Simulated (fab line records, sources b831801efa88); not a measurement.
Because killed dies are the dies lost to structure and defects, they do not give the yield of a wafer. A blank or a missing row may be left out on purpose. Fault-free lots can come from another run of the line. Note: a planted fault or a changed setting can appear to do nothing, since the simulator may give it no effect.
A struck lot beside a sound one + flow sky130 + 30 steps out of a route of 708
Sound: wafers L404.3, L404.5, L404.6. Wafers L424.3, L424.4, L424.6 were the ones struck. The cause is given at the end.
Per side, at each step with rows, come the tool, then ch with its chambers, and then its first start. Under that, the readings that differ: sound wafers + struck wafers + difference of the means + sigmas: that difference in standard deviations of wafers without a fault.
alike: words and numbers the same on both sides, and readings whose means are apart by under 2 such deviations; not compared: readings that were withheld, readings missing a value for some wafer, numbers with overlapping values and no deviation given by the record, and bounds like >300 which may hide the same value.
Wherever a step has rows on one side only, a row that says differs or no value, or a row with sigmas, the two part there. Numbers that have no deviation but don't overlap get no sigmas and don't part them. Lack of a reading on every wafer of one side parts them only where that side has two or more wafers.

first, 5 steps without rows for these wafers: SKY_SONOS_ONO_COAT_08 (resist thk 1140 nm); SKY_SONOS_ONO_SOFTBAKE_09 (time 60 s); SKY_SONOS_ONO_EXPOSE_10 (exposes mask ONOM, target cd 410 nm); SKY_SONOS_ONO_PEB_11; SKY_SONOS_ONO_DEVELOP_12 (develop time 60 s).
SKY_SONOS_ONO_CD_MEAS_13: the cd target is 410 nm.
  sound on cd-sem-01, day 13 01:50; struck on cd-sem-02, day 19 23:26
  alike: cd-nm
SKY_SONOS_ONO_OVL_MEAS_14:
  sound on overlay-01, day 13 01:55; struck on overlay-02, day 19 23:31
  alike: SONOS_ONO_OVL
SKY_SONOS_ONO_ETCH_15: etches the open film in CHF3/O2, target depth 19.52 nm, time 7.8 s.
  sound on rie-diel-02 ch 2,3, day 13 01:56; struck on rie-diel-04 ch 1,3, day 19 23:32
  alike: bias-w, drypump-motor-current-A, oes-product-au, throttle-valve-pct
  not compared: rf-hours-counter-h
then, 1 step without rows for these wafers: SKY_SONOS_ONO_WET_ETCH_16 (etches SiO2 in dHF, target depth 14 nm, time 280 s).
SKY_SONOS_ONO_STRIP_17: strips in O2/N2.
  sound on plasma-asher-04 ch 0,1, day 13 02:05; struck on plasma-asher-03 ch 0,1, day 19 23:41
  alike: drypump-motor-current-A, oes-product-au, strip-time-to-endpoint-s
  not compared: rf-hours-counter-h
then, 2 steps without rows for these wafers: SKY_SONOS_ONO_WET_ETCH_18 (etches Si3N4 in H3PO4, target depth 15 nm, time 172 s); SKY_GATE_OXIDE_CLEAN_00 (cleans in SC1/SC2, time 150 s).
SKY_GATE_OXIDE_OXIDATION_01: stabilise 600 s, purge 300 s, target thk 10.268 nm.
  sound on furnace-02 ch 0, day 13 04:23; struck on furnace-01 ch 0, day 19 23:55
| reading                                           | sound             | struck            | difference | sigmas |
|---------------------------------------------------|-------------------|-------------------|------------|--------|
| zone-power-centre-pct (%)                         | 18.2 18.4 18.4    | 19.9 19.9 19.7    | +1.5       | +2     |
| model.SiO2_of_GATE_OXIDE_OXIDATION_01.thk-nm (nm) | 10.24 10.32 10.36 | 11.76 11.57 11.67 | +1.36      |        |
  alike: ox-temp-c-max, zone-power-top-pct
SKY_GATE_OXIDE_THK_MEAS_02:
  sound on film-metro-03, day 13 05:49; struck on film-metro-03, day 20 01:21
| reading                          | sound             | struck            | difference | sigmas |
|----------------------------------|-------------------|-------------------|------------|--------|
| GATE_OXIDE_OXIDATION_00_THK (nm) | 10.25 10.35 10.37 | 11.78 11.56 11.65 | +1.34      | +7     |
then, 7 steps without rows for these wafers: SKY_GATE_OXIDE_DEHYDRATE_03 (time 60 s); SKY_GATE_OXIDE_HMDS_04 (prime time 60 s); SKY_GATE_OXIDE_COAT_05 (resist thk 1140 nm); SKY_GATE_OXIDE_SOFTBAKE_06 (time 60 s); SKY_GATE_OXIDE_EXPOSE_07 (exposes mask LVOM, target cd 600 nm); SKY_GATE_OXIDE_PEB_08; SKY_GATE_OXIDE_DEVELOP_09 (develop time 60 s).
SKY_GATE_OXIDE_OVL_MEAS_10:
  sound on overlay-02, day 14 06:57; struck on overlay-02, day 21 07:38
  alike: GATE_OXIDE_OVL
then, 2 steps without rows for these wafers: SKY_GATE_OXIDE_IMPLANT_11; SKY_GATE_OXIDE_WET_ETCH_12 (etches SiO2 in dHF, target depth 16.8 nm, time 336 s).
SKY_GATE_OXIDE_STRIP_13: strips in O2/N2.
  sound on plasma-asher-02 ch 0,1, day 14 07:16; struck on plasma-asher-03 ch 0,1, day 21 08:03
  alike: drypump-motor-current-A, oes-product-au, strip-time-to-endpoint-s
  not compared: rf-hours-counter-h
SKY_GATE_OXIDE_TW_MEAS_14:
  sound on film-metro-01, day 14 07:21; struck on film-metro-01, day 21 08:08
  alike: GATE_OXIDE_TW
then, 1 step without rows for these wafers: SKY_GATE_OXIDE_CLEAN_15 (cleans in SC1/SC2, time 150 s).
SKY_GATE_OXIDE_OXIDATION_16: stabilise 600 s, purge 300 s, target thk 3.57 nm.
  sound on furnace-01 ch 0, day 14 07:26; struck on furnace-02 ch 0, day 21 08:14
| reading                                           | sound             | struck            | difference | sigmas |
|---------------------------------------------------|-------------------|-------------------|------------|--------|
| zone-power-centre-pct (%)                         | 15.7 15.3 15.6    | 14.4 14.5 14.4    | -1.1       | -2     |
| zone-power-top-pct (%)                            | 28.1 28.0 28.5    | 25.2 25.2 25.2    | -3.0       | -2     |
| model.SiO2_of_GATE_OXIDE_OXIDATION_01.thk-nm (nm) | 11.59 11.65 11.69 | 13.01 12.81 12.92 | +1.27      |        |
  alike: ox-temp-c-max, ramp-down-c-per-min
then, 1 step without rows for these wafers: SKY_POLY_GATE_CVD_00 (deposits poly-Si, target thk 180 nm, time 720 s).
-- record jumps: 30 days separate the struck wafers' starts on either side; left off in module POLY_GATE, taken up again in module PAD_OPEN, whose first shown step is the route's number 708 --
SKY_PAD_OPEN_PROBE_99:
  sound on prober-01, day 46 20:03; struck on prober-01, day 51 13:25
| reading                                | sound                         | struck                        | difference | sigmas |
|----------------------------------------|-------------------------------|-------------------------------|------------|--------|
| model.etest.nfet_16v.r-on-ohm-um       | 1.408e+04 1.414e+04 1.406e+04 | 1.476e+04 1.486e+04 1.481e+04 | +7.167e+02 |        |
| model.etest.tip-sonos.rs-ohm-sq        | 2608 2644 2634                | 3012 2952 2961                | +346       |        |
| model.etest.pfet-g5v0d10v5.r-on-ohm-um | 4615 4750 4694                | 4976 5022 4984                | +308       |        |
| model.etest.nfet-g5v0d10v5.r-on-ohm-um | 1882 1883 1871                | 2008 1990 1995                | +119       |        |
| model.etest.nfet-g5v0d10v5.drive-ua-um | 607.2 607.9 608.2             | 540.8 551.5 548.2             | -60.9      |        |
| model.etest.nfet_05v0_nvt.drive-ua-um  | 581 581.9 578                 | 521.3 528.2 527.2             | -54.7      |        |
| model.etest.pfet-g5v0d10v5.drive-ua-um | 353.8 340.6 342.9             | 315.5 313.9 317.5             | -30.1      |        |
| model.etest.nfet_16v.drive-ua-um       | 224.3 221.8 221.9             | 195.9 198.3 198.1             | -25.2      |        |
  alike: killed_at_M0_to_M3, killed_at_M4_up, killed-at-contacts, killed-at-front-end, killed-at-other, killed-dies, killed-open, killed-short

## WHERE THEY PART
Last at SKY_GATE_OXIDE_OXIDATION_16 as far as this record goes, first at SKY_GATE_OXIDE_OXIDATION_01. Later steps at which nothing parts them and some readings are alike: SKY_PAD_OPEN_PROBE_99.

WHY: whatever the simulator had introduced
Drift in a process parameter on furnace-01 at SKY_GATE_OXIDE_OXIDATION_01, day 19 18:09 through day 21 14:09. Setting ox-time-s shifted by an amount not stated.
